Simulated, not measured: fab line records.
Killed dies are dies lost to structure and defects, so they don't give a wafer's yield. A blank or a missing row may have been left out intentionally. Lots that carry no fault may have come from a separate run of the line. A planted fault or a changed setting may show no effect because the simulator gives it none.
Chamber matching	flow sfq_line	SFQ_TRILAYER_I4_CMP_CMP_100 on cmp-01 has 4 sister chambers
The step polishes SiO2. 18 wafers are shown with their chamber, then 9 later ones without.

EACH WAFER AND ITS CHAMBER
wafer	chamber	time_to_endpoint_s (s)	motor_current_A (A)	platen_rpm (rpm)
L887.2	0	215	9.6	60.04
L887.4	3	222	9.2	60.08
L887.6	0	220	9.0	60.03
L888.1	3	213	9.5	60.02
L888.3	2	232	9.7	60.02
L888.6	0	233	9.7	60.08
L891.3	3	208	9.6	60.01
L891.1	2	217	10.1	59.98
L891.2	1	213	9.3	60.02
L892.2	1	212	9.4	60.01
L892.3	0	223	9.7	60.02
L892.5	3	214	9.0	60.01
L895.3	3	205	9.2	59.99
L895.1	1	204	9.7	59.97
L895.6	3	217	9.4	60.03
L905.2	2	216	9.9	60.00
L905.1	1	203	9.7	60.04
L905.5	2	230	9.5	59.98

SIGNATURES, as means of the wafers listed above
reading	chamber 0	chamber 1	chamber 2	chamber 3	scatter within a chamber
time_to_endpoint_s	222.75	208.00	223.75	213.17	6.84
motor_current_A	9.500	9.525	9.800	9.317	0.256
platen_rpm	60.0425	60.0100	59.9950	60.0233	0.0274
Rule: distance of a wafer from a chamber = root of the sum over the readings of ((wafer's reading minus chamber's mean) / reading's scatter) squared. The wafer belongs to the nearest chamber; if the next one is less than 2 further off, it can't be placed. The scatter: take each reading less its chamber's mean, square it, sum over the shown wafers, divide by the number of wafers less the number of chambers, and take the root.

WAFERS WHOSE CHAMBER IS MISSING
wafer	time_to_endpoint_s (s)	motor_current_A (A)	platen_rpm (rpm)
L907.1	216	9.6	60.01
L907.4	202	9.6	59.97
L907.5	213	9.2	60.01
L908.4	231	9.4	59.98
L908.5	214	10.2	60.04
L908.6	216	9.4	60.06
L909.2	213	9.6	60.02
L909.5	224	9.3	59.97
L909.6	218	9.4	59.90

EACH ONE'S CHAMBER
wafer	from the rows above	in truth
L907.1	can't be placed: 1 or 3 or 2 or 0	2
L907.4	can't be placed: 1 or 3 or 2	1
L907.5	can't be placed: 3 or 1 or 0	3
L908.4	can't be placed: 2 or 0 or 3 or 1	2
L908.5	can't be placed: 2 or 1 or 0 or 3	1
L908.6	can't be placed: 0 or 3 or 1 or 2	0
L909.2	can't be placed: 1 or 3 or 0 or 2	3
L909.5	can't be placed: 2 or 3 or 0 or 1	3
L909.6	can't be placed: 2 or 1 or 3 or 0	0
Placed correctly: 0 of 9. These rows do not allow placing 9 (true chamber among the candidates in 9). 0 placed wrongly.
